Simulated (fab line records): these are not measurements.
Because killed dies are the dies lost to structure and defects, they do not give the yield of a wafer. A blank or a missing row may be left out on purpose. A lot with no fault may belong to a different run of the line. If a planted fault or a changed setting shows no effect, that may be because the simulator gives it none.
Which tool did it?	flow gf180mcu	24 lots, 72 wafers sampled, at 6 steps of a route of 602

WHAT THE GAUGES READ, wafer by wafer
Not one reading of a measure or inspect step in the record can be checked against a usual standard deviation.

WHICH TOOL RAN EACH LOT (tool, then ch and the chambers of the sampled wafers, then the start)
lot	GF_M2_SPUTTER_00	GF_M3_SPUTTER_04	GF_M4_SPUTTER_03	GF_MIM_SPUTTER_07	GF_M5_ETCH_09	GF_PASSIVATION_CVD_00
L074	pvd_sputter-03, day 18 11:28	pvd_sputter-02, day 20 14:23	pvd_sputter-03, day 22 17:20	pvd_sputter-02, day 24 18:33	rie_diel-03 ch 0,1, day 26 13:04	pecvd-01 ch 0,1, day 28 09:40
L075	pvd_sputter-01, day 18 15:24	pvd_sputter-02, day 20 17:56	pvd_sputter-01, day 22 21:34	pvd_sputter-02, day 24 22:32	rie_diel-02 ch 0,3, day 26 16:47	pecvd-01 ch 0,1,2, day 28 12:43
L076	pvd_sputter-02, day 19 01:16	pvd_sputter-03, day 21 04:38	pvd_sputter-02, day 23 07:00	pvd_sputter-02, day 25 06:54	rie_diel-02 ch 1,2,3, day 27 01:07	pecvd-02 ch 0,1, day 28 20:56
L077	pvd_sputter-01, day 19 01:34	pvd_sputter-02, day 21 04:56	pvd_sputter-01, day 23 07:21	pvd_sputter-04, day 25 07:49	rie_diel-03 ch 0,1,3, day 27 01:28	pecvd-01 ch 0,1,2, day 28 21:05
L078	pvd_sputter-02, day 20 03:06	pvd_sputter-03, day 22 05:50	pvd_sputter-02, day 24 07:35	pvd_sputter-02, day 26 05:14	rie_diel-04 ch 0,1, day 27 21:47	pecvd-01 ch 0,1, day 29 16:17
L079	pvd_sputter-02, day 20 09:10	pvd_sputter-03, day 22 11:50	pvd_sputter-03, day 24 12:42	pvd_sputter-02, day 26 10:27	rie_diel-04 ch 0,1,2, day 28 02:46	pecvd-01 ch 0,1,2, day 29 21:59
L080	pvd_sputter-01, day 20 19:23	pvd_sputter-03, day 22 22:37	pvd_sputter-01, day 24 22:43	pvd_sputter-02, day 26 20:47	rie_diel-03 ch 0,1,3, day 28 13:07	pecvd-02 ch 0,1,2, day 30 06:46
L081	pvd_sputter-01, day 21 11:35	pvd_sputter-02, day 23 14:44	pvd_sputter-02, day 25 14:04	pvd_sputter-04, day 27 09:51	rie_diel-04 ch 1,2,3, day 29 01:20	pecvd-03 ch 1,2, day 30 19:19
L082	pvd_sputter-02, day 21 20:06	pvd_sputter-04, day 23 22:59	pvd_sputter-02, day 25 20:46	pvd_sputter-04, day 27 17:06	rie_diel-03 ch 0,1,3, day 29 08:52	pecvd-02 ch 0,1,2, day 31 01:28
L083	pvd_sputter-02, day 21 23:51	pvd_sputter-02, day 24 02:08	pvd_sputter-02, day 26 00:18	pvd_sputter-03, day 27 20:38	rie_diel-02 ch 0,1,3, day 29 12:09	pecvd-03 ch 0,1,2, day 31 04:34
L084	pvd_sputter-02, day 22 09:29	pvd_sputter-04, day 24 11:28	pvd_sputter-03, day 26 08:13	pvd_sputter-03, day 28 05:11	rie_diel-03 ch 0,1, day 29 19:59	pecvd-02 ch 0,2, day 31 11:24
L085	pvd_sputter-02, day 22 18:43	pvd_sputter-03, day 24 19:41	pvd_sputter-02, day 26 16:26	pvd_sputter-03, day 28 12:22	rie_diel-04 ch 1,2, day 30 03:09	pecvd-02 ch 0,2, day 31 18:28
L086	pvd_sputter-01, day 23 00:11	pvd_sputter-02, day 25 01:07	pvd_sputter-02, day 26 22:23	pvd_sputter-04, day 28 17:46	rie_diel-04 ch 0,1,3, day 30 07:22	pecvd-02 ch 0,1, day 32 00:07
L087	pvd_sputter-01, day 23 04:57	pvd_sputter-04, day 25 05:29	pvd_sputter-01, day 27 02:17	pvd_sputter-03, day 28 21:16	rie_diel-02 ch 0,1, day 30 12:07	pecvd-02 ch 0,2, day 32 03:07
L089	pvd_sputter-01, day 23 19:38	pvd_sputter-02, day 25 18:07	pvd_sputter-03, day 27 13:49	pvd_sputter-02, day 29 08:07	rie_diel-02 ch 0,1,2, day 30 21:46	pecvd-02 ch 0,1, day 32 11:52
L088	pvd_sputter-02, day 23 21:41	pvd_sputter-03, day 25 20:46	pvd_sputter-03, day 27 16:14	pvd_sputter-04, day 29 10:39	rie_diel-04 ch 0,2,3, day 31 00:12	pecvd-03 ch 1,2, day 32 13:54
L090	pvd_sputter-02, day 24 03:56	pvd_sputter-04, day 26 02:07	pvd_sputter-01, day 27 21:16	pvd_sputter-03, day 29 15:06	rie_diel-03 ch 1,3, day 31 03:22	pecvd-02 ch 0,2, day 32 17:25
L091	pvd_sputter-03, day 24 10:49	pvd_sputter-04, day 26 08:17	pvd_sputter-03, day 28 04:43	pvd_sputter-02, day 29 23:01	rie_diel-04 ch 0,1, day 31 11:54	pecvd-01 ch 0,1,2, day 33 01:00
L092	pvd_sputter-03, day 24 14:47	pvd_sputter-03, day 26 12:35	pvd_sputter-02, day 28 08:07	pvd_sputter-03, day 30 01:21	rie_diel-03 ch 0,1,3, day 31 14:04	pecvd-03 ch 0,1, day 33 04:11
L093	pvd_sputter-01, day 24 16:44	pvd_sputter-02, day 26 14:16	pvd_sputter-02, day 28 09:55	pvd_sputter-04, day 30 03:31	rie_diel-04 ch 1,3, day 31 15:31	pecvd-01 ch 0,1,2, day 33 05:07
L094	pvd_sputter-02, day 25 05:29	pvd_sputter-04, day 27 02:11	pvd_sputter-03, day 28 20:48	pvd_sputter-02, day 30 14:07	rie_diel-04 ch 0,1,3, day 32 02:10	pecvd-03 ch 0,1,2, day 33 14:58
L095	pvd_sputter-01, day 25 14:16	pvd_sputter-02, day 27 11:14	pvd_sputter-02, day 29 04:35	pvd_sputter-03, day 30 21:20	rie_diel-03 ch 0,2, day 32 08:23	pecvd-02 ch 1,2, day 33 19:57
L096	pvd_sputter-03, day 25 18:46	pvd_sputter-03, day 27 15:22	pvd_sputter-03, day 29 09:08	pvd_sputter-04, day 31 00:41	rie_diel-04 ch 0,1,3, day 32 11:35	pecvd-03 ch 0,1, day 33 23:09
L097	pvd_sputter-03, day 26 01:38	pvd_sputter-02, day 27 21:04	pvd_sputter-03, day 29 15:37	pvd_sputter-02, day 31 07:05	rie_diel-02 ch 0,1,3, day 32 17:09	pecvd-03 ch 0,1,2, day 34 04:16
- GF_M2_SPUTTER_00: material Ti, target thk 37.5 nm, time 150 s.
- GF_M3_SPUTTER_04: material TiN, target thk 50 nm, time 41.7 s.
- GF_M4_SPUTTER_03: material Ti, target thk 10 nm, time 6.7 s.
- GF_MIM_SPUTTER_07: material TiN, target thk 60 nm, time 50 s.
- GF_M5_ETCH_09: etches Si3N4 in CF4/O2, target depth 52 nm, time 11.6 s.
- GF_PASSIVATION_CVD_00: deposits SiO2 from TEOS, target thk 1000 nm, time 111.95 s.

AS READ BY THE TOOLS THEMSELVES (means over the sampled wafers that have a number; for cases with no such wafer, the mark the record gives instead)
GF_M2_SPUTTER_00. Usual: 29.6 % for throttle_valve_pct, sd 1.3.
lot	tool	throttle_valve_pct (%)	flag
L074	pvd_sputter-03	29.6	
L075	pvd_sputter-01	29.7	
L076	pvd_sputter-02	29.0	
L077	pvd_sputter-01	30.0	
L078	pvd_sputter-02	29.2	
L079	pvd_sputter-02	29.1	
L080	pvd_sputter-01	29.8	
L081	pvd_sputter-01	29.6	
L082	pvd_sputter-02	29.0	
L083	pvd_sputter-02	28.8	
L084	pvd_sputter-02	29.8	
L085	pvd_sputter-02	29.7	
L086	pvd_sputter-01	29.4	
L087	pvd_sputter-01	28.7	
L089	pvd_sputter-01	29.5	
L088	pvd_sputter-02	28.8	
L090	pvd_sputter-02	29.0	
L091	pvd_sputter-03	31.1	
L092	pvd_sputter-03	29.5	
L093	pvd_sputter-01	30.8	
L094	pvd_sputter-02	28.7	
L095	pvd_sputter-01	30.1	
L096	pvd_sputter-03	30.9	
L097	pvd_sputter-03	30.4	

GF_M3_SPUTTER_04. Usual: 29.7 % for throttle_valve_pct, sd 1.3.
lot	tool	throttle_valve_pct (%)	flag
L074	pvd_sputter-02	28.4	
L075	pvd_sputter-02	29.7	
L076	pvd_sputter-03	28.9	
L077	pvd_sputter-02	29.0	
L078	pvd_sputter-03	29.7	
L079	pvd_sputter-03	30.4	
L080	pvd_sputter-03	31.7	
L081	pvd_sputter-02	29.6	
L082	pvd_sputter-04	29.5	
L083	pvd_sputter-02	28.8	
L084	pvd_sputter-04	29.4	
L085	pvd_sputter-03	29.4	
L086	pvd_sputter-02	29.3	
L087	pvd_sputter-04	30.1	
L089	pvd_sputter-02	29.8	
L088	pvd_sputter-03	29.9	
L090	pvd_sputter-04	29.0	
L091	pvd_sputter-04	29.3	
L092	pvd_sputter-03	31.3	
L093	pvd_sputter-02	29.3	
L094	pvd_sputter-04	28.7	
L095	pvd_sputter-02	29.6	
L096	pvd_sputter-03	29.4	
L097	pvd_sputter-02	28.8	

GF_M4_SPUTTER_03. Usual: 29.8 % for throttle_valve_pct, sd 1.3.
lot	tool	throttle_valve_pct (%)	flag
L074	pvd_sputter-03	31.0	
L075	pvd_sputter-01	30.0	
L076	pvd_sputter-02	29.2	
L077	pvd_sputter-01	29.7	
L078	pvd_sputter-02	28.8	
L079	pvd_sputter-03	30.5	
L080	pvd_sputter-01	29.4	
L081	pvd_sputter-02	29.4	
L082	pvd_sputter-02	29.4	
L083	pvd_sputter-02	29.0	
L084	pvd_sputter-03	30.5	
L085	pvd_sputter-02	29.3	
L086	pvd_sputter-02	28.6	
L087	pvd_sputter-01	30.1	
L089	pvd_sputter-03	30.3	
L088	pvd_sputter-03	31.1	
L090	pvd_sputter-01	29.3	
L091	pvd_sputter-03	30.3	
L092	pvd_sputter-02	29.6	
L093	pvd_sputter-02	29.6	
L094	pvd_sputter-03	31.9	
L095	pvd_sputter-02	28.8	
L096	pvd_sputter-03	29.7	
L097	pvd_sputter-03	30.4	

GF_MIM_SPUTTER_07. Usual: 29.6 % for throttle_valve_pct, sd 1.2.
lot	tool	throttle_valve_pct (%)	flag
L074	pvd_sputter-02	28.5	
L075	pvd_sputter-02	28.5	
L076	pvd_sputter-02	28.9	
L077	pvd_sputter-04	30.1	
L078	pvd_sputter-02	29.0	
L079	pvd_sputter-02	29.2	
L080	pvd_sputter-02	29.5	
L081	pvd_sputter-04	30.1	
L082	pvd_sputter-04	28.9	
L083	pvd_sputter-03	30.3	
L084	pvd_sputter-03	29.7	
L085	pvd_sputter-03	31.1	
L086	pvd_sputter-04	29.0	
L087	pvd_sputter-03	29.7	
L089	pvd_sputter-02	28.9	
L088	pvd_sputter-04	30.4	
L090	pvd_sputter-03	30.4	
L091	pvd_sputter-02	29.5	
L092	pvd_sputter-03	31.1	
L093	pvd_sputter-04	29.3	
L094	pvd_sputter-02	28.9	
L095	pvd_sputter-03	31.2	
L096	pvd_sputter-04	29.4	
L097	pvd_sputter-02	29.6	

GF_M5_ETCH_09. Usual: drypump_motor_current_A 5.8 A, standard deviation 0.43; oes_product_au 1.001 a.u., standard deviation 0.0099; throttle_valve_pct 5.970 %, standard deviation 0.0089.
lot	tool	drypump_motor_current_A (A)	oes_product_au (a.u.)	throttle_valve_pct (%)	flag
L074	rie_diel-03	5.8	1.014	5.972	
L075	rie_diel-02	6.0	0.998	5.968	
L076	rie_diel-02	6.0	1.003	5.971	
L077	rie_diel-03	5.8	1.014	5.983	
L078	rie_diel-04	5.3	1.006	5.972	
L079	rie_diel-04	5.7	0.996	5.968	
L080	rie_diel-03	5.8	1.013	5.981	
L081	rie_diel-04	5.6	0.993	5.965	
L082	rie_diel-03	5.8	1.013	5.970	
L083	rie_diel-02	6.1	1.002	5.974	
L084	rie_diel-03	5.8	1.017	5.974	
L085	rie_diel-04	5.7	1.005	5.966	
L086	rie_diel-04	5.6	0.998	5.971	
L087	rie_diel-02	6.1	0.995	5.966	
L089	rie_diel-02	5.8	1.004	5.970	
L088	rie_diel-04	6.0	0.996	5.968	
L090	rie_diel-03	5.8	1.002	5.975	
L091	rie_diel-04	5.3	0.990	5.963	
L092	rie_diel-03	5.8	1.013	5.970	
L093	rie_diel-04	5.5	0.988	5.969	
L094	rie_diel-04	5.6	1.006	5.973	
L095	rie_diel-03	6.2	0.992	5.975	
L096	rie_diel-04	5.6	1.001	5.973	
L097	rie_diel-02	6.1	0.995	5.968	

GF_PASSIVATION_CVD_00. Usual: heater_power_outer_w 384 W, standard deviation 95; heater_power_w 671 W, standard deviation 150.
lot	tool	heater_power_outer_w (W)	heater_power_w (W)	flag
L074	pecvd-01	475	809	
L075	pecvd-01	395	695	
L076	pecvd-02	406	676	
L077	pecvd-01	430	733	
L078	pecvd-01	500	858	
L079	pecvd-01	451	770	
L080	pecvd-02	351	636	
L081	pecvd-03	382	701	
L082	pecvd-02	375	649	
L083	pecvd-03	359	645	
L084	pecvd-02	297	537	
L085	pecvd-02	375	606	
L086	pecvd-02	387	644	
L087	pecvd-02	307	540	
L089	pecvd-02	429	716	
L088	pecvd-03	388	700	
L090	pecvd-02	349	593	
L091	pecvd-01	481	809	
L092	pecvd-03	475	821	
L093	pecvd-01	435	744	
L094	pecvd-03	346	617	
L095	pecvd-02	329	617	
L096	pecvd-03	457	799	
L097	pecvd-03	353	631	

THE ANSWER, worked out from the rows above alone
Rule: a lot is off if the mean of its wafers that have a number lies more than 3 standard deviations from the usual mean. A lot without any number at a reading at which 4 lots or more have one is off too. Any other lot the step has rows for is counted as sound. Order of review: gauges by route order, followed by the tools' own readings, for which a lot's mean as printed above is used. The first step at which some lot is off is used, and at that step the reading that is off furthest; a lot without a number counts as furthest.
Across all readings shown, no lot is off: no conclusion can be drawn from this.

WHAT THE SIMULATOR PUT IN
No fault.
